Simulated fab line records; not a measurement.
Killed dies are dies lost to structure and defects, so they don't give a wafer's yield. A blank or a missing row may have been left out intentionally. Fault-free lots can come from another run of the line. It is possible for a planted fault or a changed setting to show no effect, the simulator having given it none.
A lot that was struck, set against a sound lot | flow gf180mcu | 25 steps out of a route of 602
Sound: these wafers, L575.1, L575.5, L575.6. Wafers struck: L578.4, L578.5, L578.6. The cause comes at the end.
At each step with rows: each side's tool, then ch and its chambers, then its first start. Under that, the readings that differ: sound wafers | struck wafers | difference of the means | sigmas: that difference in standard deviations of wafers without a fault.
alike: same words and numbers on both sides, and readings whose means sit less than 2 such deviations apart. not compared: any withheld reading, any reading some wafer has no value for, any bound like >300 that may hide the same value, and any number with overlapping values for which the record gives no deviation.
A row with sigmas, a row that says differs or no value, or rows on one side alone: a step with any of these is where the two part. Numbers that have no deviation but don't overlap get no sigmas and don't part them. Lack of a reading on every wafer of one side parts them only where that side has two or more wafers.

first, 2 steps without rows for these wafers: GF_V4_CLEAN_20 (cleans in DIW); GF_V4_SPUTTER_21 (material Ti, target thk 15 nm, time 80.02 s).
GF_V4_SPUTTER_22: material TiN, target thk 10 nm, time 40 s.
  sound on pvd sputter-02 at day 26 22:33; struck on pvd sputter-04 at day 27 19:44
  alike: cathode dc power W, chamber pressure pa, throttle valve pct
then, 1 step without rows for these wafers: GF_V4_CVD_23 (deposits W, target thk 350 nm, time 104.9 s).
GF_V4_RS_MEAS_24: uses a four-point probe to measure.
  sound on film metro-02 at day 26 22:42; struck on film metro-04 at day 27 19:56
  alike: V4_W_RS
GF_V4_THK_MEAS_25: measures by xrf.
  sound on film metro-02 at day 26 22:49; struck on film metro-04 at day 27 20:02
  alike: V4_W_THK
then, 2 steps without rows for these wafers: GF_V4_CMP_26 (polishes, stops on SiO2, t overpolish 15 s, target thk 0 nm); GF_MIM_SPUTTER_00 (material Ti, target thk 37.5 nm, time 150 s).
GF_MIM_SPUTTER_01: material TiN, target thk 30 nm, time 25 s.
  sound on pvd sputter-01 at day 26 23:17; struck on pvd sputter-02 at day 27 20:28
  alike: cathode dc power W, chamber pressure pa, throttle valve pct
GF_MIM_SPUTTER_02: material AlCu, target thk 450 nm, time 23.9 s.
  sound on pvd sputter-01 at day 26 23:19; struck on pvd sputter-02 at day 27 20:29
  alike: cathode dc power W, chamber pressure pa, throttle valve pct
GF_MIM_SPUTTER_03: material Ti, target thk 10 nm, time 6.7 s.
  sound on pvd sputter-01 at day 26 23:20; struck on pvd sputter-02 at day 27 20:31
  alike: cathode dc power W, chamber pressure pa, throttle valve pct
then, 1 step without rows for these wafers: GF_MIM_SPUTTER_04 (material TiN, target thk 50 nm, time 41.7 s).
GF_MIM_CVD_05: deposits Si3N4, target thk 42 nm, time 29.086 s.
  sound on pecvd-04 ch 0,2, day 26 23:24; struck on pecvd-01 ch 0,1,2, day 27 20:36
  no value came back on the struck wafers for heater power outer w (W), heater power w (W), time s (s); on the sound wafers heater power outer w (W) reads 317 318 431
then, 1 step without rows for these wafers: GF_MIM_SPUTTER_07 (material TiN, target thk 60 nm, time 50 s).
GF_MIM_SPUTTER_08: material AlCu, target thk 200 nm, time 10.6 s.
  sound on pvd sputter-03 at day 26 23:32; struck on pvd sputter-03 at day 27 20:43
  alike: cathode dc power W, chamber pressure pa, throttle valve pct
then, 8 steps without rows for these wafers: GF_MIM_SPUTTER_09 (material TiN, target thk 35 nm, time 29.2 s); GF_MIM_DEHYDRATE_12 (time 60 s); GF_MIM_HMDS_13 (prime time 60 s); GF_MIM_COAT_14 (resist thk 1000 nm); GF_MIM_SOFTBAKE_15 (time 60 s); GF_MIM_EXPOSE_16 (exposes mask FuseTop, target cd 2000 nm); GF_MIM_PEB_17; GF_MIM_DEVELOP_18 (develop time 60 s).
GF_MIM_METAL_ETCH_19: etches the open film in Cl2/BCl3, stops on Si3N4, target depth 324.5 nm, time 54.1 s.
  sound on rie metal-03 ch 0,1, day 27 19:33; struck on rie metal-01 ch 0,1, day 28 16:08
  reading                         | sound                | struck               | difference | sigmas
  oes product au (a.u.)           | 0.943 0.946 0.948    | 0.986 0.984 0.976    | +0.036     | +5
  throttle valve pct (%)          | 28.289 28.270 28.273 | 28.249 28.240 28.251 | -0.031     | -3
  model.etch.depth nm (nm)        | 295.6 298 296        | 313.6 318.5 314      | +18.8      |
  model.MIM.feature depth nm (nm) | 295.6 298 296        | 313.6 318.5 314      | +18.8      |
  alike: drypump motor current A
  not compared: rf hours counter h
then, 1 step without rows for these wafers: GF_MIM_STRIP_20 (strips in O2/N2).

## WHERE THEY PART
At GF_MIM_CVD_05 first; at GF_MIM_METAL_ETCH_19 last (within this record only).

WHY: the cause the simulator had injected
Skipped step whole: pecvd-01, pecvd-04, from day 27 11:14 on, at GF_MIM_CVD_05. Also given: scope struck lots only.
